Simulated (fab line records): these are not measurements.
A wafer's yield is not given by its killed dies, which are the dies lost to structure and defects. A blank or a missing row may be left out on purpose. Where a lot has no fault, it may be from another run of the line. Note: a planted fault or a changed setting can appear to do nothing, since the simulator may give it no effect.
fab line records -- flow sky130
[record] lots = 12, wafers = 35, lastDay = 50
route steps=708 shown LOCAL_INTERCONNECT@389 CONTACT@421 METAL1@451 VIA1@467 PAD_OPEN@708
lots with no fault: from the same line, run without faults
startH: start of the lot's first displayed wafer, in hours after the record's first day -- waitH: hours elapsed since this lot's preceding step -- " the same as in the row above -- L1.1+2: one row covering several wafers at once -- - no value, or no start was given -- * or withheld: withheld -- < > ~ a bound
route shown NAME@n: names a module that has steps shown in the file, with the first one's number in the route -- usual: average and standard deviation across the fault-free wafers -- same: alike in all rows -- chamber/n: place in a boat -- sites: each site's reading -- _std_site: the standard deviation of these -- _edge_site: inner sites' mean taken away from outer sites' mean -- radiusMm: for every site, how far away it sits from the centre of the wafer -- mask NAME#n: copy n -- behind: the last tool/chamber to shape the wafer -- hold: the reason the lot was held/the length of the hold in hours/how it ended -- device: names the non-switching transistor (n, p or np) -- end of line: the tests these same wafers got at the end of their route -- a step without rows: its recipe alone -- killed: dies that structure and defects cost at the first sort, which is not the same as the wafer's yield -- map: the dies of a wafer, with x for killed, . for not killed, _ for no die there
set.NAME: the setting that was run; set.NAME@STEP: the one run at that earlier step -- model.NAME: the simulator's own value behind a step, which no gauge read
route steps across a sampled set of lots; one table per step, one row per wafer
services: a tool's chamber out of use, with start hour (startH, from the record's first day; less than 0 if before it), hours out, and reason
[[steps]]
[step SKY_LOCAL_INTERCONNECT_THK_MEAS_02]
[recipe] thkMeasGauge = xrf, reads = TiN_of_LOCAL_INTERCONNECT_SPUTTER_00
[usual] LOCAL_INTERCONNECT_TIN_THK = 99.0/0.84
lot.wafer,tool,chamber,startH,waitH,LOCAL_INTERCONNECT_TIN_THK[nm]
L501.1,filmMetro-04,-,670.90,0.1,99.3
L501.3,filmMetro-04,-,670.90,0.1,99.2
L501.6,filmMetro-04,-,670.90,0.1,98.1
L502.1,filmMetro-01,-,673.21,0.1,99.6
L502.3,filmMetro-01,-,673.21,0.1,99.5
L502.5,filmMetro-01,-,673.21,0.1,99.0
L503.2,filmMetro-04,-,689.33,0.1,99.3
L503.4,filmMetro-04,-,689.33,0.1,99.9
L503.5,filmMetro-04,-,689.33,0.1,97.9
L506.1,filmMetro-01,-,711.20,0.1,100.0
L506.3,filmMetro-01,-,711.20,0.1,98.8
L506.6,filmMetro-01,-,711.20,0.1,99.5
L508.2,filmMetro-03,-,733.39,0.1,97.3
L508.5,filmMetro-03,-,733.39,0.1,97.7
L508.6,filmMetro-03,-,733.39,0.1,97.4
L510.4,filmMetro-03,-,774.13,0.1,98.7
L510.5,filmMetro-03,-,774.13,0.1,100.1
L510.6,filmMetro-03,-,774.13,0.1,99.1
L511.1,filmMetro-01,-,774.57,0.1,98.2
L511.2,filmMetro-01,-,774.57,0.1,99.3
L511.5,filmMetro-01,-,774.57,0.1,98.8
L512.2,filmMetro-01,-,784.64,0.1,99.1
L512.4,filmMetro-01,-,784.64,0.1,99.2
L512.6,filmMetro-01,-,784.64,0.1,99.6
L513.3,filmMetro-01,-,794.25,0.1,100.2
L513.4,filmMetro-01,-,794.25,0.1,99.1
L513.5,filmMetro-01,-,794.25,0.1,100.1
L515.4,filmMetro-03,-,799.46,0.1,97.4
L515.5,filmMetro-03,-,799.46,0.1,97.9
L515.6,filmMetro-03,-,799.46,0.1,98.7
L518.2,filmMetro-01,-,814.59,0.1,97.7
L518.5,filmMetro-01,-,814.59,0.1,98.0
L524.1,filmMetro-03,-,851.21,0.1,99.1
L524.3,filmMetro-03,-,851.21,0.1,99.1
L524.5,filmMetro-03,-,851.21,0.1,100.0
[step SKY_CONTACT_OVL_MEAS_15]
[usual] CONTACT_OVL = -5/4.8
lot.wafer,tool,chamber,startH,waitH,CONTACT_OVL[nm]
L501.1,overlay-01,-,728.23,0.1,-4
L501.3,overlay-01,-,728.23,0.1,-3
L501.6,overlay-01,-,728.23,0.1,-4
L502.1,overlay-02,-,730.18,0.1,-13
L502.3,overlay-02,-,730.18,0.1,1
L502.5,overlay-02,-,730.18,0.1,-9
L503.2,overlay-01,-,745.41,0.1,-7
L503.4,overlay-01,-,745.41,0.1,-1
L503.5,overlay-01,-,745.41,0.1,-11
L506.1,overlay-01,-,766.64,0.1,-4
L506.3,overlay-01,-,766.64,0.1,-11
L506.6,overlay-01,-,766.64,0.1,-11
L508.2,overlay-02,-,789.20,0.1,-3
L508.5,overlay-02,-,789.20,0.1,-10
L508.6,overlay-02,-,789.20,0.1,-6
L510.4,overlay-02,-,827.54,0.1,-4
L510.5,overlay-02,-,827.54,0.1,-1
L510.6,overlay-02,-,827.54,0.1,1
L511.1,overlay-01,-,827.74,0.1,-3
L511.2,overlay-01,-,827.74,0.1,-4
L511.5,overlay-01,-,827.74,0.1,0
L512.2,overlay-01,-,837.83,0.1,-3
L512.4,overlay-01,-,837.83,0.1,2
L512.6,overlay-01,-,837.83,0.1,-1
L513.3,overlay-01,-,847.75,0.1,-7
L513.4,overlay-01,-,847.75,0.1,0
L513.5,overlay-01,-,847.75,0.1,-5
L515.4,overlay-01,-,852.46,0.1,1
L515.5,overlay-01,-,852.46,0.1,-2
L515.6,overlay-01,-,852.46,0.1,-6
L518.2,overlay-01,-,868.28,0.1,1
L518.5,overlay-01,-,868.28,0.1,-5
L524.1,overlay-02,-,904.04,0.1,2
L524.3,overlay-02,-,904.04,0.1,0
L524.5,overlay-02,-,904.04,0.1,0
[step SKY_METAL1_DESCUM_17]
[recipe] chemistry = O2, sourcePowerW = 150, biasPowerW = 0, pressureMtorr = 10, tempC = 40, timeS = 8
[usual] chamberPressureMTorr = 10.000/0.0089, drypumpMotorCurrentA = 5.8/0.49, heBacksideLeakSccm = 3.37/0.18, oesProductAu = 1.005/0.01
[same] biasPowerW = 0
lot.wafer,tool,chamber,startH,waitH,chamberPressureMTorr,drypumpMotorCurrentA,heBacksideLeakSccm,oesProductAu,rfHoursCounterH
L501.1,rieMetal-04,1,757.76,0.0,9.987,6.1,3.31,1.010,6.4
L501.3,rieMetal-04,1,757.76,0.0,10.011,6.1,3.23,1.016,-
L501.6,rieMetal-04,0,757.76,0.0,9.980,5.8,3.74,1.013,-
L502.1,rieMetal-02,0,759.60,0.0,9.994,4.7,3.19,1.001,2.3
L502.3,rieMetal-02,0,759.60,0.0,10.005,4.7,3.30,0.999,-
L502.5,rieMetal-02,0,759.60,0.0,9.987,4.7,3.22,0.999,-
L503.2,rieMetal-03,0,774.76,0.0,10.011,6.0,3.27,1.000,3.6
L503.4,rieMetal-03,1,774.76,0.0,9.999,6.2,3.31,0.999,-
L503.5,rieMetal-03,1,774.76,0.0,9.991,6.2,3.14,1.000,-
L506.1,rieMetal-03,0,794.36,0.0,9.990,6.0,3.47,1.013,4.2
L506.3,rieMetal-03,1,794.36,0.0,9.993,6.3,2.96,0.988,-
L506.6,rieMetal-03,1,794.36,0.0,9.988,6.3,2.93,0.995,-
L508.2,rieMetal-04,1,816.90,0.0,10.006,6.1,3.50,1.021,8.0
L508.5,rieMetal-04,0,816.90,0.0,10.010,5.8,3.45,1.015,-
L508.6,rieMetal-04,1,816.90,0.0,9.999,6.1,3.33,1.018,-
L510.4,rieMetal-03,0,855.17,0.0,10.000,6.1,3.36,0.994,-
L510.5,rieMetal-03,0,855.17,0.0,10.007,6.0,3.45,1.000,-
L510.6,rieMetal-03,1,855.17,0.0,10.018,6.3,3.36,0.998,-
L511.1,rieMetal-04,0,856.31,0.0,10.012,5.8,3.67,1.015,9.2
L511.2,rieMetal-04,1,856.31,0.0,10.007,6.1,3.24,1.009,10.1
L511.5,rieMetal-04,0,856.31,0.0,9.998,5.8,3.47,1.009,-
L512.2,rieMetal-02,0,865.40,0.0,10.014,4.7,3.38,0.990,6.3
L512.4,rieMetal-02,1,865.40,0.0,9.993,5.5,3.41,0.998,-
L512.6,rieMetal-02,0,865.40,0.0,9.994,4.7,3.32,0.997,-
L513.3,rieMetal-02,1,874.37,0.0,10.000,5.5,3.71,0.989,-
L513.4,rieMetal-02,0,874.37,0.0,9.993,4.7,3.20,0.998,-
L513.5,rieMetal-02,1,874.37,0.0,9.998,5.5,3.87,0.991,-
L515.4,rieMetal-04,1,879.32,0.0,10.009,6.1,3.32,1.027,-
L515.5,rieMetal-04,1,879.32,0.0,10.017,6.1,3.20,1.020,-
L515.6,rieMetal-04,0,879.32,0.0,10.006,5.8,3.73,1.016,-
L518.2,rieMetal-04,1,895.66,0.0,10.002,6.1,3.39,1.014,11.8
L518.5,rieMetal-04,0,895.66,0.0,10.008,5.8,3.52,1.014,-
L524.1,rieMetal-02,1,931.10,0.0,10.000,5.5,3.87,0.995,6.6
L524.3,rieMetal-02,0,931.10,0.0,10.001,4.7,3.27,0.992,-
L524.5,rieMetal-02,0,931.10,0.0,9.997,4.7,3.18,0.999,-
[step SKY_VIA1_EXPOSE_09]
[recipe] maskId = VIM, na = 0.8, sourceShape = annular, sigmaInner = 0.55, sigmaOuter = 0.85, targetCdNm = 150, doseMj = 38
lot.wafer,tool,chamber,startH,waitH,mask
L501.1+3+6,krfScanner-01,0,772.67,-,VIM#0
L502.1+3+5,krfScanner-02,0,775.72,-,VIM#0
L503.2+4+5,krfScanner-02,0,788.97,-,VIM#0
L506.1+3+6,krfScanner-01,0,808.82,-,VIM#0
L508.2+5+6,krfScanner-02,0,831.64,-,VIM#0
L510.4+5+6,krfScanner-02,0,869.14,-,VIM#0
L511.1+2+5,krfScanner-01,0,870.22,-,VIM#0
L512.2+4+6,krfScanner-01,0,879.58,-,VIM#0
L513.3+4+5,krfScanner-01,0,888.56,-,VIM#0
L515.4+5+6,krfScanner-02,0,893.36,-,VIM#0
L518.2+5,krfScanner-01,0,910.29,-,VIM#0
L524.1+3+5,krfScanner-02,0,944.53,-,VIM#0
[step SKY_VIA1_CD_MEAS_12]
[recipe] targetCdNm = 150
[usual] cdNm = 150.1/1.7
lot.wafer,tool,chamber,startH,waitH,cdNm
L501.1,cdSem-01,-,785.65,-,148.6
L501.3,cdSem-01,-,785.65,-,150.5
L501.6,cdSem-01,-,785.65,-,149.3
L502.1,cdSem-01,-,788.42,-,147.5
L502.3,cdSem-01,-,788.42,-,150.8
L502.5,cdSem-01,-,788.42,-,148.1
L503.2,cdSem-01,-,801.59,-,150.3
L503.4,cdSem-01,-,801.59,-,150.2
L503.5,cdSem-01,-,801.59,-,151.0
L506.1,cdSem-01,-,821.27,-,148.2
L506.3,cdSem-01,-,821.27,-,149.7
L506.6,cdSem-01,-,821.27,-,147.6
L508.2,cdSem-01,-,844.62,-,145.7
L508.5,cdSem-01,-,844.62,-,147.5
L508.6,cdSem-01,-,844.62,-,147.7
L510.4,cdSem-02,-,882.01,-,149.6
L510.5,cdSem-02,-,882.01,-,148.7
L510.6,cdSem-02,-,882.01,-,148.4
L511.1,cdSem-02,-,883.12,-,149.7
L511.2,cdSem-02,-,883.12,-,152.5
L511.5,cdSem-02,-,883.12,-,151.6
L512.2,cdSem-02,-,891.73,-,149.1
L512.4,cdSem-02,-,891.73,-,152.5
L512.6,cdSem-02,-,891.73,-,152.9
L513.3,cdSem-01,-,901.41,-,149.0
L513.4,cdSem-01,-,901.41,-,148.7
L513.5,cdSem-01,-,901.41,-,96.1
L515.4,cdSem-01,-,905.43,-,149.4
L515.5,cdSem-01,-,905.43,-,149.6
L515.6,cdSem-01,-,905.43,-,150.1
L518.2,cdSem-01,-,922.47,-,152.1
L518.5,cdSem-01,-,922.47,-,100.5
L524.1,cdSem-02,-,956.68,-,152.2
L524.3,cdSem-02,-,956.68,-,151.7
L524.5,cdSem-02,-,956.68,-,152.9
[step SKY_PAD_OPEN_PROBE_99]
[usual] defectLimitedYield = 82.4/1.8, killed_at_M0_to_M3 = 43/7.8, killed_at_M4_up = 3.2/1.7, killedAtContacts = 24/5.2, killedAtFrontEnd = 15/4.5, killedAtOther = 0.4/0.65, killedDies = 87/9.1, killedOnRim = 17/3.5, killedOpen = 47/7.3, killedShort = 40/6.5, sort_bin_3_pad_short = 0.9/0.46, sort_bin_5_function = 10.4/1.5, sort_bin_6_memory = 6.3/1, sortNPass = 405/9.1, sortYieldPct = 82.4/1.8
[same] grossDies = 492, killedAtBackSide = 0, sort_bin_4_leakage[%] = 0, sort_bin_8_speed[%] = 0
lot.wafer,tool,chamber,startH,waitH,defectLimitedYield[%],killed_at_M0_to_M3,killed_at_M4_up,killedAtContacts,killedAtFrontEnd,killedAtOther,killedDies,killedOnRim,killedOpen,killedShort,sort_bin_3_pad_short[%],sort_bin_5_function[%],sort_bin_6_memory[%],sortNPass,sortYieldPct[%]
L508.2,prober-02,-,1114.62,0.1,79.5,54,1,29,17,0,101,19,56,45,0.8,12.2,7.5,391,79.5
L508.5,prober-02,-,1114.77,0.2,84.1,37,2,22,17,0,78,10,41,37,1.0,8.9,5.9,414,84.1
L508.6,prober-02,-,1114.82,0.2,85.2,31,3,27,12,0,73,20,34,39,0.6,9.3,4.9,419,85.2
L510.4,prober-02,-,1142.32,0.2,81.1,52,2,26,13,0,93,21,55,38,0.4,13.2,5.3,399,81.1
L510.5,prober-02,-,1142.37,0.2,79.1,52,3,29,18,1,103,16,56,46,1.0,13.0,6.9,389,79.1
L510.6,prober-02,-,1142.42,0.2,79.9,56,2,24,17,0,99,25,42,57,1.0,12.2,6.9,393,79.9
L511.1,prober-01,-,1144.03,0.1,82.1,45,3,21,19,0,88,18,40,48,2.6,9.6,5.7,404,82.1
L511.2,prober-01,-,1144.08,0.1,81.9,50,5,19,15,0,89,16,43,46,1.0,9.8,7.3,403,81.9
L511.5,prober-01,-,1144.23,0.2,84.6,36,6,16,17,1,76,20,39,37,0.8,8.9,5.7,416,84.6
L512.2,prober-02,-,1151.63,0.1,83.1,38,5,27,13,0,83,20,42,41,0.8,10.0,6.1,409,83.1
L512.4,prober-02,-,1151.73,0.2,85.0,38,3,16,17,0,74,15,30,44,0.2,9.8,5.1,418,85.0
L512.6,prober-02,-,1151.83,0.2,86.2,37,4,18,8,1,68,13,36,32,1.2,8.1,4.5,424,86.2
L513.3,prober-01,-,1156.77,0.2,85.4,34,3,23,12,0,72,13,38,34,0.6,9.1,4.9,420,85.4
L513.4,prober-01,-,1156.82,0.2,80.9,42,1,33,18,0,94,18,47,46,1.2,11.0,6.9,398,80.9
L513.5,prober-01,-,1156.87,0.2,0,454,3,21,14,0,492,96,41,32,0.2,93.3,6.5,0,0
L518.2,prober-01,-,1174.43,0.1,82.7,33,5,28,19,0,85,15,48,37,0.6,10.0,6.7,407,82.7
L518.5,prober-01,-,1174.58,0.2,0,446,7,27,12,0,492,96,40,39,0.8,92.1,7.1,0,0
L524.1,prober-02,-,1197.17,0.1,83.9,35,3,24,17,0,79,18,34,45,0.6,9.6,5.9,413,83.9
L524.3,prober-02,-,1197.27,0.2,84.6,26,2,29,19,0,76,17,49,27,0,9.6,5.9,416,84.6
L524.5,prober-02,-,1197.37,0.2,82.9,40,4,28,12,0,84,19,44,40,1.0,10.8,5.3,408,82.9
// killed by level:class
L508.2 VIA1:geometricParticle:open=18 CONTACT:geometricParticle:open=10 LOCAL_INTERCONNECT:geometricParticle:short=7 POLY_GATE:geometricParticle:open=6 LI_CONTACT:geometricParticle:open=6 VIA1:geometricParticle:short=6 CONTACT:geometricParticle:short=5 METAL1:geometricParticle:short=5
L508.5 CONTACT:geometricParticle:open=10 VIA1:geometricParticle:open=10 VIA3:geometricParticle:open=7 CONTACT:geometricParticle:short=5 METAL1:geometricParticle:short=5 FIELD_ISO:geometricParticle:open=4 METAL3:geometricParticle:short=4 LI_CONTACT:geometricParticle:open=4
L508.6 LI_CONTACT:geometricParticle:open=9 VIA1:geometricParticle:short=8 CONTACT:geometricParticle:open=7 VIA1:geometricParticle:open=6 CONTACT:geometricParticle:short=5 FIELD_ISO:geometricParticle:short=4 VIA2:geometricParticle:open=4 VIA3:geometricParticle:open=3
L510.4 VIA1:geometricParticle:open=11 VIA3:geometricParticle:open=11 VIA2:geometricParticle:open=7 CONTACT:geometricParticle:short=6 LOCAL_INTERCONNECT:geometricParticle:short=6 CONTACT:geometricParticle:open=6 METAL2:geometricParticle:short=5 LI_CONTACT:geometricParticle:open=5
L510.5 VIA1:geometricParticle:open=11 LI_CONTACT:geometricParticle:open=9 VIA2:geometricParticle:open=9 CONTACT:geometricParticle:open=8 VIA1:geometricParticle:short=7 VIA3:geometricParticle:open=7 CONTACT:geometricParticle:short=6 POLY_GATE:geometricParticle:open=5
L510.6 VIA1:geometricParticle:open=15 METAL2:geometricParticle:short=10 LI_CONTACT:geometricParticle:short=7 METAL1:geometricParticle:short=7 VIA3:geometricParticle:open=6 LOCAL_INTERCONNECT:geometricParticle:short=5 CONTACT:geometricParticle:short=5 VIA2:geometricParticle:open=5
L511.1 VIA3:geometricParticle:open=10 VIA1:geometricParticle:open=9 CONTACT:geometricParticle:open=9 METAL1:geometricParticle:short=9 CONTACT:geometricParticle:short=7 FIELD_ISO:geometricParticle:short=6 POLY_GATE:geometricParticle:short=6 VIA1:geometricParticle:short=4
L511.2 VIA1:geometricParticle:open=13 METAL2:geometricParticle:short=7 LI_CONTACT:geometricParticle:open=6 CONTACT:geometricParticle:open=6 METAL1:geometricParticle:short=6 VIA3:geometricParticle:short=6 VIA3:geometricParticle:open=6 FIELD_ISO:geometricParticle:open=4
L511.5 CONTACT:geometricParticle:open=8 POLY_GATE:geometricParticle:short=6 VIA1:geometricParticle:open=6 VIA3:geometricParticle:open=6 FIELD_ISO:geometricParticle:open=5 VIA2:geometricParticle:short=5 VIA2:geometricParticle:open=5 METAL4:geometricParticle:short=5
L512.2 CONTACT:geometricParticle:open=9 METAL1:geometricParticle:short=6 FIELD_ISO:geometricParticle:short=5 LI_CONTACT:geometricParticle:open=5 VIA2:geometricParticle:open=5 VIA3:geometricParticle:open=5 CONTACT:geometricParticle:short=4 LOCAL_INTERCONNECT:geometricParticle:open=4
L512.4 VIA2:geometricParticle:open=6 METAL1:geometricParticle:short=6 LOCAL_INTERCONNECT:geometricParticle:short=5 CONTACT:geometricParticle:short=5 VIA1:geometricParticle:open=5 VIA1:geometricParticle:short=5 POLY_GATE:geometricParticle:short=4 CONTACT:geometricParticle:open=4
L512.6 METAL2:geometricParticle:short=8 VIA3:geometricParticle:open=7 LI_CONTACT:geometricParticle:open=6 LOCAL_INTERCONNECT:geometricParticle:short=6 VIA2:geometricParticle:open=5 VIA1:geometricParticle:open=5 POLY_GATE:geometricParticle:short=4 POLY_GATE:geometricParticle:open=3
L513.3 LI_CONTACT:geometricParticle:open=9 POLY_GATE:geometricParticle:open=6 VIA3:geometricParticle:open=6 VIA1:geometricParticle:open=6 LOCAL_INTERCONNECT:geometricParticle:short=5 CONTACT:geometricParticle:open=5 METAL1:geometricParticle:short=5 METAL2:geometricParticle:short=4
L513.4 CONTACT:geometricParticle:short=12 VIA1:geometricParticle:open=11 CONTACT:geometricParticle:open=9 POLY_GATE:geometricParticle:open=5 VIA1:geometricParticle:short=5 METAL2:geometricParticle:short=5 VIA3:geometricParticle:open=5 FIELD_ISO:geometricParticle:short=4
L513.5 VIA1:areaExpose=419 CONTACT:geometricParticle:open=9 LI_CONTACT:geometricParticle:open=7 VIA1:geometricParticle:open=6 VIA3:geometricParticle:open=6 FIELD_ISO:geometricParticle:short=4 VIA2:geometricParticle:open=4 POLY_GATE:geometricParticle:open=3
L518.2 VIA1:geometricParticle:open=10 LOCAL_INTERCONNECT:geometricParticle:short=9 LI_CONTACT:geometricParticle:open=8 CONTACT:geometricParticle:open=8 POLY_GATE:geometricParticle:open=7 POLY_GATE:geometricParticle:short=4 VIA2:geometricParticle:open=4 VIA3:geometricParticle:short=4
L518.5 VIA1:areaExpose=413 LI_CONTACT:geometricParticle:open=8 VIA1:geometricParticle:open=8 CONTACT:geometricParticle:open=7 METAL4:geometricParticle:short=6 CONTACT:geometricParticle:short=6 METAL1:geometricParticle:short=5 METAL2:geometricParticle:short=5
L524.1 CONTACT:geometricParticle:open=10 VIA1:geometricParticle:open=9 POLY_GATE:geometricParticle:short=7 METAL1:geometricParticle:short=7 METAL2:geometricParticle:short=7 LI_CONTACT:geometricParticle:open=6 FIELD_ISO:geometricParticle:short=5 LI_CONTACT:geometricParticle:short=3
L524.3 LI_CONTACT:geometricParticle:open=12 CONTACT:geometricParticle:open=9 SPACER:geometricParticle:open=5 VIA3:geometricParticle:open=5 FIELD_ISO:geometricParticle:open=4 POLY_GATE:geometricParticle:short=4 VIA1:geometricParticle:open=4 METAL2:geometricParticle:short=4
L524.5 CONTACT:geometricParticle:open=11 VIA2:geometricParticle:open=8 LI_CONTACT:geometricParticle:short=6 METAL1:geometricParticle:open=5 VIA3:geometricParticle:open=5 POLY_GATE:geometricParticle:open=4 LOCAL_INTERCONNECT:geometricParticle:short=4 CONTACT:geometricParticle:short=4
[[services]]
tool,chamber,startH,hours,kind
krfScanner-01,-,740.21,0.8,pm
rieMetal-02,1,741.09,-,clean
rieMetal-02,1,741.09,22.4,scheduledDown
krfScanner-01,-,741.15,1.3,pm
krfScanner-02,0,743.60,-,calibration
rieMetal-02,-,749.01,2.8,pm
krfScanner-01,0,752.90,-,calibration
rieMetal-04,-,773.97,2.8,pm
rieMetal-04,-,791.40,1.5,repair
krfScanner-02,-,847.60,4.0,pm
rieMetal-02,-,848.78,4.3,pm
krfScanner-02,-,851.62,1.0,pm
krfScanner-01,-,870.60,1.0,pm
krfScanner-02,-,871.35,0.4,repair
krfScanner-02,-,871.74,1.3,pm
rieMetal-02,0,875.06,5.7,repair
krfScanner-02,-,890.70,0.8,pm
krfScanner-01,-,904.18,0.2,repair
krfScanner-02,0,907.21,-,calibration
krfScanner-01,-,909.07,0.8,pm
krfScanner-01,-,917.05,1.3,pm
krfScanner-01,0,917.72,-,calibration
rieMetal-02,0,934.01,14.7,repair
krfScanner-01,-,944.33,0.6,repair
[[key]]
[firstSign] step = SKY_VIA1_CD_MEAS_12, reading = cdNm, direction = down, sigmas = 30, usual = 150.1, struck = 98.3
[effect] step = SKY_PAD_OPEN_PROBE_99, reading = sort_bin_5_function, direction = up, sigmas = 55, usual = 10.4, struck = 92.7
[moreKillsBornAt] SKY_VIA1_EXPOSE_09@krfScanner-01 = 832
metAt SKY_VIA1_EXPOSE_09
struckLots L513,L518
struckWafers L513.5,L518.5
laterRowsLeftOut L513.5,L518.5
notActingAt SKY_LOCAL_INTERCONNECT_THK_MEAS_02,SKY_CONTACT_OVL_MEAS_15,SKY_METAL1_DESCUM_17
onsetBetween 879.58 888.56
[fault] kind = processParameterDrift, tool = krfScanner-01, chamber = -, onsetH = 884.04, steps = SKY_VIA1_EXPOSE_09, channel = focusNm, offset = 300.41, shape = step, endH = 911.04, scope = struckWafersOnly
// laterRowsLeftOut: the simulator's readings of these wafers behind a module that went badly wrong aren't trusted and aren't shown, but for the sort
